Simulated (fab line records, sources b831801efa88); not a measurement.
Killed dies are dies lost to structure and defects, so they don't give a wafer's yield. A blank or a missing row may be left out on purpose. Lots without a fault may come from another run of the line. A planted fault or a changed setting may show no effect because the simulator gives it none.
fab line records | flow gf180mcu
record lots=6 wafers=18 last_day=34
route steps=602 shown V2@382
lots that met no fault: from a run of the same line without faults
start_h: hours from the record's first day to the start of the lot's first wafer shown | wait_h: hours since the lot's step before | " the same as in the row above | L1.1+2: a row that stands for several wafers | - no value, or no start given | * or withheld: withheld | < > ~ a bound
route shown NAME@n: a module of which the file shows steps, and the number in the route of the first | usual: mean/standard deviation of fault-free wafers | same: alike in all rows | chamber/n: place in a boat | sites: the reading at each site | _std_site: their standard deviation | _edge_site: outer sites' mean less inner sites' | radius_mm: how far each site lies from the wafer's centre | mask NAME#n: copy n | behind: the tool/chamber that last shaped the wafer | hold: why the lot was held/for how many hours/how that ended | device: the transistor (n, p or np) that didn't switch | end of line: the same wafers' tests at the end of the route | a step without rows: its recipe alone | killed: dies lost to structure and defects at the first sort, not the wafer's yield | map: a wafer's dies, x killed, . not, _ none there
set.NAME: the setting as run; set.NAME@STEP: as run at that earlier step | model.NAME: the simulator's own value behind a step, which no gauge read
lots at some steps of the route; a table a step, a row a wafer
services: from which hour (start_h, from the record's first day; less than 0 if before it) a tool's chamber was out of use, for how many hours, and why
## steps
# step GF_V2_CVD_00
# recipe material=SiO2 target_thk_nm=600 sigma_open_frac=0.3 temp_c=400 time_s=100 sih4_flow_sccm=60 pressure_mtorr=6
# step GF_V2_THK_MEAS_01
# recipe reads=SiO2_of_V2_CVD_00
# usual V2_CVD_00_THK=599/6.2
# columns lot.wafer tool chamber start_h wait_h V2_CVD_00_THK[nm]
L158.3 film_metro-03 - 481.58 0.1 600
L158.4 " - " " 592
L158.5 " - " " 594
L163.2 film_metro-03 - 520.62 0.0 594
L163.3 " - " " 600
L163.6 " - " " 596
L165.1 film_metro-01 - 535.06 0.0 600
L165.3 " - " " 593
L165.5 " - " " 599
L166.2 film_metro-02 - 551.80 0.0 591
L166.5 " - " " 593
L166.6 " - " " 603
L175.1 film_metro-03 - 607.24 0.0 599
L175.5 " - " " 593
L175.6 " - " " 588
L177.1 film_metro-01 - 620.25 0.0 604
L177.2 " - " " 596
L177.3 " - " " 604
# step GF_V2_CVD_02
# recipe material=SiO2 target_thk_nm=850 precursor=TEOS temp_c=400 time_s=94.851 rf_w=600
# usual heater_power_w=606/95
# same time_s=94.851
# columns lot.wafer tool chamber start_h wait_h heater_power_w
L158.3 pecvd-02 2 481.62 0.0 756
L158.4 " 0 " " 531
L158.5 " 1 " " 609
L163.2 pecvd-01 2 520.67 0.0 807
L163.3 " 1 " " 703
L163.6 " 1 " " 738
L165.1 pecvd-04 0 535.12 0.1 556
L165.3 " 2 " " 560
L165.5 " 1 " " 469
L166.2 pecvd-02 0 551.85 0.0 588
L166.5 " 1 " " 521
L166.6 " 0 " " 478
L175.1 pecvd-02 2 607.30 0.1 632
L175.5 " 0 " " 465
L175.6 " 2 " " 690
L177.1 pecvd-02 1 620.31 0.1 524
L177.2 " 0 " " 612
L177.3 " 2 " " 781
# step GF_V2_THK_MEAS_03
# recipe reads=SiO2_of_V2_CVD_02
# usual V2_CVD_02_THK=855/12
# columns lot.wafer tool chamber start_h wait_h V2_CVD_02_THK[nm]
L158.3 film_metro-01 - 481.71 0.1 844
L158.4 " - " " 868
L158.5 " - " " 864
L163.2 film_metro-03 - 520.75 0.0 836
L163.3 " - " " 830
L163.6 " - " " 842
L165.1 film_metro-03 - 535.19 0.0 855
L165.3 " - " " 840
L165.5 " - " " 860
L166.2 film_metro-02 - 551.93 0.0 863
L166.5 " - " " 856
L166.6 " - " " 878
L175.1 film_metro-03 - 607.37 0.0 840
L175.5 " - " " 868
L175.6 " - " " 853
L177.1 film_metro-02 - 620.38 0.0 847
L177.2 " - " " 858
L177.3 " - " " 850
# step GF_V2_CMP_04
# recipe material=SiO2 down_force_psi=4 platen_rpm=60 pad_velocity_m_s=0.94248
# usual motor_current_A=11.3/0.7 time_to_endpoint_s=83/5.8
# columns lot.wafer tool chamber start_h wait_h motor_current_A time_to_endpoint_s
L158.4 cmp-02 2 481.80 0.1 10.1 81
L158.3 " 3 " " 11.4 83
L158.5 " 2 " " 11.1 81
L163.2 cmp-02 3 521.59 0.8 12.0 80
L163.3 " 1 " " 11.8 73
L163.6 " 3 " " 11.9 82
L165.3 cmp-02 2 535.30 0.1 10.8 77
L165.1 " 1 " " 12.8 87
L165.5 " 2 " " 11.1 84
L166.2 cmp-02 2 552.03 0.1 11.5 88
L166.6 " 1 " " 12.5 92
L166.5 " 2 " " 11.4 81
L175.1 cmp-02 1 607.43 0.1 12.3 84
L175.6 " 1 " " 12.4 89
L175.5 " 2 " " 10.7 90
L177.2 cmp-01 3 620.44 0.0 11.9 83
L177.3 " 0 " " 10.2 81
L177.1 " 1 " " 10.6 79
# step GF_V2_BOW_MEAS_05
# recipe mode=bow
# usual V2_BOW=99/9.2
# columns lot.wafer tool chamber start_h wait_h V2_BOW[um]
L158.3 film_metro-03 - 482.09 0.2 98
L158.4 " - " " 95
L158.5 " - " " 97
L163.2 film_metro-02 - 521.91 0.3 92
L163.3 " - " " 100
L163.6 " - " " 96
L165.1 film_metro-03 - 535.60 0.1 106
L165.3 " - " " 99
L165.5 " - " " 118
L166.2 film_metro-03 - 552.30 0.2 95
L166.5 " - " " 109
L166.6 " - " " 107
L175.1 film_metro-03 - 607.73 0.2 106
L175.5 " - " " 92
L175.6 " - " " 93
L177.1 film_metro-01 - 620.74 0.1 111
L177.2 " - " " 106
L177.3 " - " " 119
# step GF_V2_DEHYDRATE_06
# recipe temp_c=200 time_s=60
# step GF_V2_HMDS_07
# recipe prime_time_s=60 prime_temp_c=120
# step GF_V2_COAT_08
# recipe resist=BARC temp_c=withheld time_s=withheld spin_rpm=withheld resist_thk_nm=withheld
# step GF_V2_COAT_09
# recipe resist=KrF spin_rpm=withheld resist_thk_nm=1000
# step GF_V2_SOFTBAKE_10
# recipe temp_c=130 time_s=60 resist=KrF
# step GF_V2_EXPOSE_11
# recipe mask_id=Via2 target_cd_nm=260 na=0.68 source_shape=conventional sigma_outer=0.6 dose_mj=38
# step GF_V2_PEB_12
# recipe peb_temp_c=135 peb_time_s=87.81 resist=KrF
# usual chill_plate_temp_C=23.00/0.11 exhaust_pa=45.2/0.83
# columns lot.wafer tool chamber start_h wait_h chill_plate_temp_C exhaust_pa
L158.3 litho_track-01 0 505.25 - 23.28 45.2
L158.4 " 0 " " 23.23 45.9
L158.5 " 0 " " 23.32 45.0
L163.2 litho_track-03 0 544.17 - 23.19 46.4
L163.3 " 0 " " 23.09 45.0
L163.6 " 0 " " 23.00 44.8
L165.1 litho_track-01 - 557.23 - - -
L165.3 " - " " - -
L165.5 " - " " - -
L166.2 litho_track-01 - 573.91 - - -
L166.5 " - " " - -
L166.6 " - " " - -
L175.1 litho_track-02 0 627.53 - 22.92 45.7
L175.5 " 0 " " 22.82 45.8
L175.6 " 0 " " 22.85 45.2
L177.1 litho_track-02 0 640.28 - 23.04 44.7
L177.2 " 0 " " 23.05 44.0
L177.3 " 0 " " 23.07 43.9
# step GF_V2_DEVELOP_13
# recipe develop_time_s=60 resist=KrF dev_temp_c=21
## services
# columns tool chamber start_h hours kind
pecvd-01 - 461.07 6.0 pm
pecvd-01 - 468.65 14.6 pm
pecvd-01 2 492.11 2.2 repair
cmp-01 - 510.60 0.2 repair
cmp-01 - 518.74 34.5 repair
pecvd-02 - 524.36 2.8 repair
cmp-01 - 553.21 9.7 pm
pecvd-02 - 565.54 1.0 repair
cmp-02 - 577.35 4.4 repair
pecvd-04 0 581.78 5.6 repair
pecvd-04 - 591.12 14.0 pm
pecvd-04 0 591.12 14.0 vent_cycle
pecvd-04 1 591.12 14.0 vent_cycle
pecvd-04 2 591.12 14.0 vent_cycle
pecvd-01 0 591.62 4.6 repair
pecvd-01 - 593.51 0.7 repair
pecvd-04 0 605.12 - clean
pecvd-04 1 605.12 - clean
pecvd-04 2 605.12 - clean
pecvd-04 - 605.57 2.8 pm
cmp-02 - 625.60 4.6 repair
pecvd-04 - 631.58 2.8 repair
pecvd-04 - 632.87 2.8 repair
cmp-02 - 639.51 4.0 pm
## key
first_sign step=GF_V2_PEB_12 reading=tool_record direction=missing
effect none on later readings
met_at GF_V2_PEB_12
struck_wafers L165.1,L165.3,L165.5,L166.2,L166.5,L166.6
later_rows_left_out L165.1,L165.3,L165.5,L166.2,L166.5,L166.6
sort_left_out L165.1,L165.3,L165.5,L166.2,L166.5,L166.6
onset_between 505.25 557.23
fault kind=skipped_step_whole tool=litho_track-01 chamber=- onset_h=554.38 steps=GF_V2_PEB_12 scope=struck_lots_only
# sort_left_out: the simulated sort isn't trusted on such a fault, so these wafers' sort isn't shown, and their yield isn't known
# later_rows_left_out: the simulator's readings of these wafers behind a module that went badly wrong aren't trusted and aren't shown, but for the sort
